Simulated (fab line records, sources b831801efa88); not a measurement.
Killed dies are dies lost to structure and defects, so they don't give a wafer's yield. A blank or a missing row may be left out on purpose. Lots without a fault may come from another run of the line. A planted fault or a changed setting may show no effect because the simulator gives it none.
Tool commonality check | flow gf180mcu | 11 lots, 33 wafers sampled

WHY IT WAS OPENED
At GF_VT_IMPLANT_RS_MEAS_46 the reading MVSD_RS is flagged on 2 of 11 lots. Wafers without a fault read 457.2 ohm/sq, standard deviation 0.95.
Rule: a lot is flagged when every wafer of it that has a number lies more than 4 standard deviations from that mean, or none has a number. The other lots count as sound.

lot  | measured     | on            | MVSD_RS (ohm/sq), wafer by wafer | flag
L147 | day 7 08:17  | film_metro-02 | 457.8 457.2 456.5                |
L150 | day 8 06:25  | film_metro-01 | 456.7 456.1 456.4                |
L151 | day 8 09:39  | film_metro-01 | 457.1 457.3 457.5                |
L154 | day 9 11:51  | film_metro-01 | 457.4 457.1 457.8                |
L155 | day 9 12:45  | film_metro-01 | 456.9 457.8 456.0                |
L162 | day 12 05:36 | film_metro-01 | 530.5 530.5 530.1                | FLAGGED
L163 | day 12 06:46 | film_metro-02 | 529.1 528.7 529.9                | FLAGGED
L164 | day 12 07:18 | film_metro-04 | 457.5 456.7 457.6                |
L165 | day 12 08:31 | film_metro-01 | 458.7 457.1 456.5                |
L166 | day 12 17:37 | film_metro-04 | 458.4 457.4 458.9                |
L169 | day 14 04:04 | film_metro-01 | 456.6 457.5 457.8                |
The numbers of the flagged lots are 529.8 ohm/sq on average: +72.6 ohm/sq against the usual, or +76 standard deviations.

WHICH TOOL RAN EACH LOT
The record holds 1 process step before the reading, out of a route of 602 steps. In each cell: the tool, then ch and the chambers that the sampled wafers went through, then the start.
lot  | flag    | GF_MVSD_IMPLANT_09
L147 |         | implanter-02 ch 0, day 4 11:08
L150 |         | implanter-04 ch 0, day 5 05:28
L151 |         | implanter-04 ch 0, day 5 09:08
L154 |         | implanter-01 ch 0, day 6 01:14
L155 |         | implanter-04 ch 0, day 6 04:29
L162 | FLAGGED | implanter-04 ch 0, day 8 08:47
L163 | FLAGGED | implanter-04 ch 0, day 8 10:11
L164 |         | implanter-01 ch 0, day 8 10:37
L165 |         | implanter-02 ch 0, day 8 13:40
L166 |         | implanter-01 ch 0, day 8 21:01
L169 |         | implanter-01 ch 0, day 10 02:25
What these steps do:
- GF_MVSD_IMPLANT_09
- GF_VT_IMPLANT_RS_MEAS_46: measures by four-point-probe.

FLAGGED OVER TOTAL, TOOL BY TOOL (the gauges that took the reading come last)
step                     | tool          | lots run | flagged | share of the flagged lots | sound lots run after its first flagged lot
GF_MVSD_IMPLANT_09       | implanter-01  | 4        | 0       | none                      | -
GF_MVSD_IMPLANT_09       | implanter-02  | 2        | 0       | none                      | -
GF_MVSD_IMPLANT_09       | implanter-04  | 5        | 2       | all                       | 0
GF_VT_IMPLANT_RS_MEAS_46 | film_metro-01 | 7        | 1       | some                      | 2 (L165,L169)
GF_VT_IMPLANT_RS_MEAS_46 | film_metro-02 | 2        | 1       | some                      | 0
GF_VT_IMPLANT_RS_MEAS_46 | film_metro-04 | 2        | 0       | none                      | -

WHAT THE TABLE ALLOWS
1 row of the table ran every flagged lot: implanter-04 at GF_MVSD_IMPLANT_09.
- implanter-04 at GF_MVSD_IMPLANT_09: 2 of its 5 lots flagged. Its last sound lot is L155 (day 6 04:29), its first flagged lot L162 (day 8 08:47): a fault that began between those two fits. Its own readings lie more than 4 standard deviations out on every wafer of the flagged lots: dose_ions_cm2, faraday_current_uA.
One tool is left: implanter-04 at GF_MVSD_IMPLANT_09.

WHAT THE SIMULATOR HAD PUT IN
Process parameter drift: implanter-04, from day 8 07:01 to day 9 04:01, at GF_MVSD_IMPLANT_09. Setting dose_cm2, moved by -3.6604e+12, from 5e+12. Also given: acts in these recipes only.
Lots struck among those shown: L162, L163. The rule above found the same.
